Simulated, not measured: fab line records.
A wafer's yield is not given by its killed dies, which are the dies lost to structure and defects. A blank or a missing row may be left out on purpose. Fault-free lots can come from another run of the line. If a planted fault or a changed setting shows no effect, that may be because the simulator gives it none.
Problem report in the 8D (eight disciplines) form, filled by code | flow sky130 | the parts of the form that need people (team, actions taken, sign-off) are left out

== 1. WHAT WENT WRONG ==
Mean of time to endpoint s at SKY_VIA3_CMP_24: 56 s across 2 wafers in 2 lots; on wafers with no fault it is 95 s (standard deviation 3.8). That puts it -10 standard deviations away from the usual mean.
The step: polishes, stops on SiO2, t overpolish 20 s, target thk 0 nm.
Seen first at day 40 21:10 on cmp-01, wafer L271.2. Wafers with a number at this step in the record: 37, from 13 lots. By rule, "out" or "out of limits" means more than 4 standard deviations away from the usual mean. The other wafers with a number count as sound.

== 2. WHAT IT IS; WHAT IT IS NOT ==
question                    | is                 | is not
which readings at this step | time to endpoint s | motor current A, overpolish run s
which lots                  | L271, L273         | L269, L270, L277, L279, L282, L283, L286, L287, L288, L289, L290
which wafers of those lots  | L271.2, L273.1     | L271.4, L273.5
read on which tools         | cmp-01             | cmp-02
when                        | from day 40 21:10  | up to then (7 sound wafers); but 28 sound wafers of L273, L277, L279, L282, L283, L286, L287, L288, L289, L290 came after

== 3. SUSPECTS, AND WHAT RULES EACH OUT ==
Counting: if a tool at a process step up to the reading ran every lot that is out, it stays a suspect. Sound lots after the first of them don't rule it out here, since some wafers of a struck lot are sound.
- cmp-01 at SKY_VIA3_CMP_24 (polishes, stops on SiO2, t overpolish 20 s, target thk 0 nm): kept. It ran every lot that is out, first L271 (day 40 21:10); its last sound lot up to then is L269 (day 40 13:18). Out on those wafers are its own readings of time to endpoint s.
Left after counting: cmp-01 at SKY_VIA3_CMP_24.

== 4. THE CAUSE (what the simulator had put in) ==
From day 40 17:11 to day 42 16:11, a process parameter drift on cmp-01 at SKY_VIA3_CMP_24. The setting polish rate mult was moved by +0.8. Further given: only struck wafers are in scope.
After counting, this tool was the only one left.

== 5. THE EFFECT CHAIN, in route order ==
Each row: a reading where the mean over the struck wafers with a number is more than 3 standard deviations away from the usual. Only readings for which the record gives a usual standard deviation are gone through. hours: the time from each lot's start at the first step in this table that gives one to its start at this step, as a median over the lots. sigmas: the change in usual standard deviations.
hours | step            | reading            | usual | on struck wafers | change | sigmas
0     | SKY_VIA3_CMP_24 | time to endpoint s | 95 s  | 56               | -38    | -10
Here are the process steps it includes:
- SKY_VIA3_CMP_24: polishes, stops on SiO2, t overpolish 20 s, target thk 0 nm.

== 6. HOW IT WOULD HAVE BEEN CAUGHT EARLIER ==
The fault began at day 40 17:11; the first out-of-limits reading in this record came at day 40 21:10, 4 hours later.
